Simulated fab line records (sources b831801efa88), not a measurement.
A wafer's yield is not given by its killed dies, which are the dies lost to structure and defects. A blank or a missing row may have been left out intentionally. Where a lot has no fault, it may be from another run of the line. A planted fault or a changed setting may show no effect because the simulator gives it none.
Chamber matching -- flow sky130 -- SKY_LI_CONTACT_ETCH_14 on rieDiel-04 has 4 sister chambers
The step etches BARC in N2/H2, stops on SiO2, time 45.9 s, target depth 60 nm. 16 wafers are shown with their chamber, then 8 later ones without.

EACH WAFER AND ITS CHAMBER
wafer,chamber,drypumpMotorCurrentA (A),oesProductAu (a.u.),throttleValvePct (%)
L082.1,3,6.5,0.852,13.223
L082.2,0,6.0,0.856,13.222
L082.3,2,5.8,0.857,13.203
L082.4,1,5.5,0.853,13.212
L082.5,0,6.0,0.852,13.232
L082.6,1,5.5,0.854,13.220
L084.1,1,5.5,0.854,13.217
L084.2,3,6.5,0.862,13.235
L084.3,0,6.0,0.852,13.215
L084.4,2,5.8,0.857,13.228
L084.5,1,5.5,0.853,13.225
L084.6,2,5.8,0.857,13.205
L087.1,3,6.4,0.852,13.218
L087.2,2,5.8,0.861,13.233
L087.3,0,6.0,0.855,13.228
L087.4,0,6.0,0.855,13.228

SIGNATURES, as means of the wafers listed above
reading,chamber 0,chamber 1,chamber 2,chamber 3,scatter within a chamber
drypumpMotorCurrentA,6.000,5.500,5.800,6.467,0.0236
oesProductAu,0.85400,0.85350,0.85800,0.85533,0.00279
throttleValvePct,13.22500,13.21850,13.21725,13.22533,0.00972
Rule: for each reading, subtract the chamber's mean from the wafer's reading, divide by that reading's scatter and square the result; add these up over the readings and take the root, which gives the wafer's distance from the chamber. The wafer belongs to the nearest chamber; if the next one is less than 2 further off, it can't be placed. The scatter: the root of (the sum of the squares of (reading less its chamber's mean) over the shown wafers, divided by (wafers less chambers)).

WAFERS MISSING THEIR CHAMBER
wafer,drypumpMotorCurrentA (A),oesProductAu (a.u.),throttleValvePct (%)
L087.5,5.8,0.856,13.226
L087.6,6.5,0.855,13.219
L086.1,6.5,0.858,13.237
L086.2,6.0,0.854,13.212
L086.3,5.8,0.841,13.223
L086.4,6.0,0.850,13.213
L086.5,5.8,0.855,13.237
L086.6,6.5,0.850,13.219

THE CHAMBER EACH PASSED THROUGH
wafer,from the rows above,in truth
L087.5,2,2
L087.6,3,3
L086.1,3,3
L086.2,0,0
L086.3,2,2
L086.4,0,0
L086.5,2,2
L086.6,3,3
Correct placement for 8 of the 8. Not placeable from these rows: 0. 0 placed wrongly.
